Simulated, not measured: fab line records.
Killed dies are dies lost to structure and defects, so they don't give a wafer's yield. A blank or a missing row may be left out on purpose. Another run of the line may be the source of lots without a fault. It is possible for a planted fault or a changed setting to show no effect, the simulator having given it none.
Split-lot experiment :: flow sky130 :: on a route of 708 steps: 5 lots, 23 wafers read

SPLIT DETAILS
At SKY_METAL3_SPUTTER_01 (material TiN, target thk 20 nm, time 16.7 s), the setting powerW was moved away from the recipe's 6500 W on 8 of the 23 wafers read, by -6.8% to +9.8%. All remaining wafers had this setting at the recipe value.

The reading is taken at the split's own step.

THE READING
TiN_of_METAL3_SPUTTER_01.thkNm (the simulator's own value, which no gauge read), in nm, at SKY_METAL3_SPUTTER_01 (material TiN, target thk 20 nm, time 16.7 s). No usual value for it is given in the file. The 15 wafers here that ran the recipe average 19.87 nm, standard deviation 0.22 nm.

wafer: L077.1
tool, chamber at the split: pvdSputter-02, -
powerW as run, W: 6500
against the recipe: recipe
TiN_of_METAL3_SPUTTER_01.thkNm, nm: 19.69
against lot-mates on the recipe: -

wafer: L077.2
tool, chamber at the split: pvdSputter-02, -
powerW as run, W: 7136
against the recipe: +9.8%
TiN_of_METAL3_SPUTTER_01.thkNm, nm: 21.92
against lot-mates on the recipe: +2.27

wafer: L077.4
tool, chamber at the split: pvdSputter-02, -
powerW as run, W: 7136
against the recipe: +9.8%
TiN_of_METAL3_SPUTTER_01.thkNm, nm: 21.52
against lot-mates on the recipe: +1.87

wafer: L077.5
tool, chamber at the split: pvdSputter-02, -
powerW as run, W: 7136
against the recipe: +9.8%
TiN_of_METAL3_SPUTTER_01.thkNm, nm: 21.78
against lot-mates on the recipe: +2.13

wafer: L077.6
tool, chamber at the split: pvdSputter-02, -
powerW as run, W: 6500
against the recipe: recipe
TiN_of_METAL3_SPUTTER_01.thkNm, nm: 19.61
against lot-mates on the recipe: -

wafer: L074.1
tool, chamber at the split: pvdSputter-02, -
powerW as run, W: 6057
against the recipe: -6.8%
TiN_of_METAL3_SPUTTER_01.thkNm, nm: 18.01
against lot-mates on the recipe: -1.81

wafer: L074.2
tool, chamber at the split: pvdSputter-02, -
powerW as run, W: 6057
against the recipe: -6.8%
TiN_of_METAL3_SPUTTER_01.thkNm, nm: 18.62
against lot-mates on the recipe: -1.20

wafer: L074.3
tool, chamber at the split: pvdSputter-02, -
powerW as run, W: 6500
against the recipe: recipe
TiN_of_METAL3_SPUTTER_01.thkNm, nm: 19.96
against lot-mates on the recipe: -

wafer: L074.4
tool, chamber at the split: pvdSputter-02, -
powerW as run, W: 6500
against the recipe: recipe
TiN_of_METAL3_SPUTTER_01.thkNm, nm: 19.87
against lot-mates on the recipe: -

wafer: L074.6
tool, chamber at the split: pvdSputter-02, -
powerW as run, W: 6500
against the recipe: recipe
TiN_of_METAL3_SPUTTER_01.thkNm, nm: 19.62
against lot-mates on the recipe: -

wafer: L075.1
tool, chamber at the split: pvdSputter-02, -
powerW as run, W: 6500
against the recipe: recipe
TiN_of_METAL3_SPUTTER_01.thkNm, nm: 19.98
against lot-mates on the recipe: -

wafer: L075.2
tool, chamber at the split: pvdSputter-02, -
powerW as run, W: 6500
against the recipe: recipe
TiN_of_METAL3_SPUTTER_01.thkNm, nm: 20.04
against lot-mates on the recipe: -

wafer: L075.6
tool, chamber at the split: pvdSputter-02, -
powerW as run, W: 6500
against the recipe: recipe
TiN_of_METAL3_SPUTTER_01.thkNm, nm: 19.82
against lot-mates on the recipe: -

wafer: L079.1
tool, chamber at the split: pvdSputter-03, -
powerW as run, W: 6750
against the recipe: +3.8%
TiN_of_METAL3_SPUTTER_01.thkNm, nm: 20.91
against lot-mates on the recipe: +1.36

wafer: L079.2
tool, chamber at the split: pvdSputter-03, -
powerW as run, W: 6750
against the recipe: +3.8%
TiN_of_METAL3_SPUTTER_01.thkNm, nm: 19.96
against lot-mates on the recipe: +0.41

wafer: L079.4
tool, chamber at the split: pvdSputter-03, -
powerW as run, W: 6500
against the recipe: recipe
TiN_of_METAL3_SPUTTER_01.thkNm, nm: 19.66
against lot-mates on the recipe: -

wafer: L079.5
tool, chamber at the split: pvdSputter-03, -
powerW as run, W: 6500
against the recipe: recipe
TiN_of_METAL3_SPUTTER_01.thkNm, nm: 19.43
against lot-mates on the recipe: -

wafer: L079.6
tool, chamber at the split: pvdSputter-03, -
powerW as run, W: 6750
against the recipe: +3.8%
TiN_of_METAL3_SPUTTER_01.thkNm, nm: 19.95
against lot-mates on the recipe: +0.40

wafer: L083.1
tool, chamber at the split: pvdSputter-02, -
powerW as run, W: 6500
against the recipe: recipe
TiN_of_METAL3_SPUTTER_01.thkNm, nm: 20.24
against lot-mates on the recipe: -

wafer: L083.2
tool, chamber at the split: pvdSputter-02, -
powerW as run, W: 6500
against the recipe: recipe
TiN_of_METAL3_SPUTTER_01.thkNm, nm: 19.96
against lot-mates on the recipe: -

wafer: L083.4
tool, chamber at the split: pvdSputter-02, -
powerW as run, W: 6500
against the recipe: recipe
TiN_of_METAL3_SPUTTER_01.thkNm, nm: 19.91
against lot-mates on the recipe: -

wafer: L083.5
tool, chamber at the split: pvdSputter-02, -
powerW as run, W: 6500
against the recipe: recipe
TiN_of_METAL3_SPUTTER_01.thkNm, nm: 20.13
against lot-mates on the recipe: -

wafer: L083.6
tool, chamber at the split: pvdSputter-02, -
powerW as run, W: 6500
against the recipe: recipe
TiN_of_METAL3_SPUTTER_01.thkNm, nm: 20.06
against lot-mates on the recipe: -

FIT RESULTS
A straight line over all 23 wafers: TiN_of_METAL3_SPUTTER_01.thkNm changes by +0.195 nm for each +1% of powerW; r = +0.94; the points scatter about the line by 0.3 nm.
The same after taking each lot's own level away (the mean of its wafers on the recipe; 23 wafers): +0.214 nm for each +1%; r = +0.97; scatter 0.23 nm.
According to that fit, moving powerW by its largest amount changes the reading by 2.1 nm.
From 19.545 to 20.060 nm: that is the span of the lots' own levels, equal to 2.4 times the standard deviation above.
Consequently the slope shifts little with the lot-to-lot level, the two slopes agreeing.
Check: with one of the wafers moved furthest among these (+9.8%) left out of the fit, the line predicts +2.01 nm for it against its lot-mates. It came out at +2.27 nm against them.

THE OTHER SPLITS THESE WAFERS WENT THROUGH
Before the reading, these wafers also passed through other splits. Each is held against what the fit with the lots' levels taken away leaves over:
other split on the same wafers: SKY_VIA1_CVD_21 pressureTorr
wafers away from the commonest value: 15
r with TiN_of_METAL3_SPUTTER_01.thkNm (lot level and that fit taken away): +0.09

other split on the same wafers: SKY_METAL2_ETCH_18 icpW
wafers away from the commonest value: 8
r with TiN_of_METAL3_SPUTTER_01.thkNm (lot level and that fit taken away): -0.26

other split on the same wafers: SKY_VIA2_SPUTTER_20 chamberPressurePa
wafers away from the commonest value: 18
r with TiN_of_METAL3_SPUTTER_01.thkNm (lot level and that fit taken away): -0.08

FILE'S OWN FIT
TiN_of_METAL3_SPUTTER_01.thkNm changes by +0.213 nm for each +1% of powerW, r = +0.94.
